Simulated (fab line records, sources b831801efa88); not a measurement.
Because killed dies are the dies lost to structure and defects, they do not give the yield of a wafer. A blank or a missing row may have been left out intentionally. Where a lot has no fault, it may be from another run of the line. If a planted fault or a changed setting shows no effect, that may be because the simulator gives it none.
Check of tool commonality | flow sky130 | 12 lots and 36 wafers in the sample

== WHY THIS WAS OPENED ==
SKY_VT_ADJUST_LVTN_TW_MEAS_10, reading VT_ADJUST_LVTN_TW: flagged on 2 of 12 lots. No-fault wafers: 242.0, standard deviation 1.1.
Rule: a lot is flagged when every wafer of it that has a number lies more than 4 standard deviations from that mean, or none has a number. As for the other lots, they are considered sound.

lot  | measured     | on           | VT_ADJUST_LVTN_TW, wafer by wafer | flag
L312 | day 6 22:33  | filmMetro-01 | 241.9 241.5 241.7                 | 
L313 | day 7 05:33  | filmMetro-01 | 242.6 241.8 243.5                 | 
L315 | day 7 14:04  | filmMetro-03 | 242.3 241.4 240.7                 | 
L316 | day 7 19:52  | filmMetro-01 | 244.0 240.9 243.4                 | 
L318 | day 8 09:08  | filmMetro-03 | 243.6 242.5 243.2                 | 
L322 | day 9 19:24  | filmMetro-01 | 216.7 215.6 216.1                 | FLAGGED
L323 | day 9 22:16  | filmMetro-03 | 214.4 215.4 216.6                 | FLAGGED
L328 | day 11 14:46 | filmMetro-02 | 241.8 242.2 243.1                 | 
L329 | day 11 16:37 | filmMetro-03 | 240.5 241.8 242.1                 | 
L330 | day 11 18:10 | filmMetro-02 | 240.7 242.4 243.2                 | 
L334 | day 12 20:30 | filmMetro-01 | 243.3 243.0 243.2                 | 
L335 | day 13 02:21 | filmMetro-02 | 242.7 243.0 242.6                 | 
Average over the flagged lots: 215.8; offset from the usual -26.2, equal to -24 standard deviations.

== WHICH TOOL EACH LOT WENT THROUGH ==
The record keeps 1 process step preceding the reading, out of 708 steps on the route. In each cell: the tool, then ch and the chambers that the sampled wafers went through, then the start.
lot  | flag    | SKY_VT_ADJUST_LVTN_IMPLANT_08
L312 |         | implanter-04 ch 0, day 6 22:18
L313 |         | implanter-03 ch 0, day 7 05:18
L315 |         | implanter-01 ch 0, day 7 13:51
L316 |         | implanter-01 ch 0, day 7 19:37
L318 |         | implanter-03 ch 0, day 8 08:55
L322 | FLAGGED | implanter-03 ch 0, day 9 19:09
L323 | FLAGGED | implanter-03 ch 0, day 9 22:03
L328 |         | implanter-01 ch 0, day 11 14:32
L329 |         | implanter-04 ch 0, day 11 16:23
L330 |         | implanter-01 ch 0, day 11 17:56
L334 |         | implanter-01 ch 0, day 12 20:15
L335 |         | implanter-04 ch 0, day 13 02:06
What is done by these steps:
- SKY_VT_ADJUST_LVTN_IMPLANT_08
- SKY_VT_ADJUST_LVTN_TW_MEAS_10

== FLAGGED OVER TOTAL, TOOL BY TOOL (the gauges that took the reading come last) ==
step                          | tool         | lots run | flagged | share of the flagged lots | sound lots run after its first flagged lot
SKY_VT_ADJUST_LVTN_IMPLANT_08 | implanter-01 | 5        | 0       | none                      | -
SKY_VT_ADJUST_LVTN_IMPLANT_08 | implanter-03 | 4        | 2       | all                       | 0
SKY_VT_ADJUST_LVTN_IMPLANT_08 | implanter-04 | 3        | 0       | none                      | -
SKY_VT_ADJUST_LVTN_TW_MEAS_10 | filmMetro-01 | 5        | 1       | some                      | 1 (L334)
SKY_VT_ADJUST_LVTN_TW_MEAS_10 | filmMetro-02 | 3        | 0       | none                      | -
SKY_VT_ADJUST_LVTN_TW_MEAS_10 | filmMetro-03 | 4        | 1       | some                      | 1 (L329)

== WHAT THE TABLE PERMITS ==
All flagged lots share 1 row of the table, namely implanter-03 at SKY_VT_ADJUST_LVTN_IMPLANT_08.
- implanter-03 at SKY_VT_ADJUST_LVTN_IMPLANT_08: 2 of its 4 lots flagged. Last sound lot L318 at day 8 08:55, first flagged lot L322 at day 9 19:09; a fault beginning in between fits. Its own readings lie more than 4 standard deviations out on every wafer of the flagged lots: doseIonsCm2, faradayCurrentUA.
Just one tool remains: implanter-03 at SKY_VT_ADJUST_LVTN_IMPLANT_08.

== WHAT HAD BEEN PUT IN BY THE SIMULATOR ==
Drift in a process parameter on implanter-03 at SKY_VT_ADJUST_LVTN_IMPLANT_08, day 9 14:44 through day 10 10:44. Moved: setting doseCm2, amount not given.
Shown lots that were struck: L322, L323. The rule given above showed the same thing.
